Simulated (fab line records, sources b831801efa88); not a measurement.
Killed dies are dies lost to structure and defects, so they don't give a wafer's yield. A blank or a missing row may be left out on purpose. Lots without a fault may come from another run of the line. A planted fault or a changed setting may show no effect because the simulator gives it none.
Which tool did it? | flow gf180mcu | 14 lots, 42 wafers sampled, at 3 steps of a route of 602

WHAT THE GAUGES READ, wafer by wafer
GF_V5_BOW_MEAS_05. Usual: V5_BOW 134 um, standard deviation 10.
lot  | measured     | on            | V5_BOW (um) | flag
L236 | day 26 03:59 | film_metro-01 | 135 127 131 |
L237 | day 26 16:58 | film_metro-03 | 144 136 131 |
L238 | day 26 19:11 | film_metro-02 | 141 128 128 |
L239 | day 26 22:05 | film_metro-03 | 132 136 135 |
L240 | day 27 07:01 | film_metro-02 | 144 137 124 |
L241 | day 27 13:20 | film_metro-01 | 139 130 138 |
L242 | day 27 19:31 | film_metro-01 | 127 139 139 |
L243 | day 28 07:41 | film_metro-03 | 139 138 136 |
L244 | day 28 16:59 | film_metro-03 | 126 128 136 |
L246 | day 29 03:17 | film_metro-03 | 143 136 138 |
L251 | day 30 22:53 | film_metro-03 | 126 124 128 |
L252 | day 31 00:37 | film_metro-01 | 154 147 156 |
L257 | day 32 03:56 | film_metro-03 | 137 129 125 |
L258 | day 32 06:22 | film_metro-03 | 123 146 146 |

GF_TOP_METAL_THK_MEAS_06: measures by xrf. Usual: TOP_METAL_ALCU_THK 908 nm, standard deviation 15.
lot  | measured     | on            | TOP_METAL_ALCU_THK (nm) | flag
L236 | day 27 03:10 | film_metro-03 | 922 931 919             |
L237 | day 27 14:50 | film_metro-04 | 893 892 891             |
L238 | day 27 16:28 | film_metro-02 | 920 907 911             |
L239 | day 27 20:25 | film_metro-04 | 891 888 884             |
L240 | day 28 04:50 | film_metro-03 | 912 915 916             |
L241 | day 28 11:07 | film_metro-02 | 890 898 889             |
L242 | day 28 17:42 | film_metro-03 | 924 921 923             |
L243 | day 29 05:14 | film_metro-04 | 896 900 900             |
L244 | day 29 13:09 | film_metro-03 | 923 953 938             |
L246 | day 30 00:11 | film_metro-02 | 917 917 917             |
L251 | day 31 18:08 | film_metro-02 | 942 974 962             | OFF
L252 | day 31 19:44 | film_metro-03 | 972 960 963             | OFF
L257 | day 32 22:29 | film_metro-03 | 929 914 906             |
L258 | day 33 00:22 | film_metro-04 | 870 883 872             |

WHICH TOOL RAN EACH LOT (tool, then ch and the chambers of the sampled wafers, then the start)
lot  | GF_TOP_METAL_SPUTTER_04
L236 | pvd_sputter-01, day 27 03:01
L237 | pvd_sputter-03, day 27 14:40
L238 | pvd_sputter-01, day 27 16:19
L239 | pvd_sputter-03, day 27 20:15
L240 | pvd_sputter-02, day 28 04:40
L241 | pvd_sputter-02, day 28 10:58
L242 | pvd_sputter-01, day 28 17:32
L243 | pvd_sputter-01, day 29 05:05
L244 | pvd_sputter-01, day 29 12:59
L246 | pvd_sputter-01, day 30 00:02
L251 | pvd_sputter-01, day 31 17:59
L252 | pvd_sputter-03, day 31 19:35
L257 | pvd_sputter-01, day 32 22:20
L258 | pvd_sputter-03, day 33 00:13
- GF_TOP_METAL_SPUTTER_04: material TiN, target thk 25 nm, time 20.8 s.

WHAT THE TOOLS THEMSELVES READ (means of the sampled wafers that have a number; where no wafer has one, the mark that the record gives instead)
GF_TOP_METAL_SPUTTER_04. Usual: cathode_dc_power_W 6499.8 W, standard deviation 1.1; chamber_pressure_pa 0.4000 Pa, standard deviation 0.00073; throttle_valve_pct 30.2 %, standard deviation 0.85.
lot  | tool           | cathode_dc_power_W (W) | chamber_pressure_pa (Pa) | throttle_valve_pct (%) | flag
L236 | pvd_sputter-01 | 6499.2                 | 0.3992                   | 30.2                   |
L237 | pvd_sputter-03 | 6500.8                 | 0.4006                   | 30.1                   |
L238 | pvd_sputter-01 | 6499.5                 | 0.4005                   | 30.3                   |
L239 | pvd_sputter-03 | 6499.4                 | 0.3996                   | 30.5                   |
L240 | pvd_sputter-02 | 6500.9                 | 0.4000                   | 29.8                   |
L241 | pvd_sputter-02 | 6500.3                 | 0.3996                   | 30.7                   |
L242 | pvd_sputter-01 | 6499.1                 | 0.4007                   | 30.0                   |
L243 | pvd_sputter-01 | 6499.5                 | 0.4001                   | 30.3                   |
L244 | pvd_sputter-01 | 6500.7                 | 0.3993                   | 30.4                   |
L246 | pvd_sputter-01 | 6499.5                 | 0.4000                   | 30.2                   |
L251 | pvd_sputter-01 | -                      | -                        | -                      | OFF
L252 | pvd_sputter-03 | -                      | -                        | -                      | OFF
L257 | pvd_sputter-01 | 6500.0                 | 0.3999                   | 30.8                   |
L258 | pvd_sputter-03 | 6500.2                 | 0.4001                   | 30.2                   |

THE ANSWER, worked out from the rows above alone
Rule: a lot is off if the mean of its wafers that have a number lies more than 3 standard deviations from the usual mean. A lot without any number at a reading at which 4 lots or more have one is off too. The other lots that the step has rows for count as sound. The gauges are gone through in route order, then the tools' own readings, and for those a lot's mean is taken as printed above. The first step at which some lot is off is used, and at that step the reading that is off furthest; a lot without a number counts as furthest.
Off: L251, L252, at GF_TOP_METAL_THK_MEAS_06 (TOP_METAL_ALCU_THK).
A tool fits if, at a process step before that reading, it ran every lot that is off, and no sound lot after the first of them. The gauges at GF_TOP_METAL_THK_MEAS_06 aren't tried: what is off there is off at GF_TOP_METAL_SPUTTER_04 too, on other tools, and a gauge's error can't cause that. None of those tried fits.

WHAT THE SIMULATOR HAD PUT IN
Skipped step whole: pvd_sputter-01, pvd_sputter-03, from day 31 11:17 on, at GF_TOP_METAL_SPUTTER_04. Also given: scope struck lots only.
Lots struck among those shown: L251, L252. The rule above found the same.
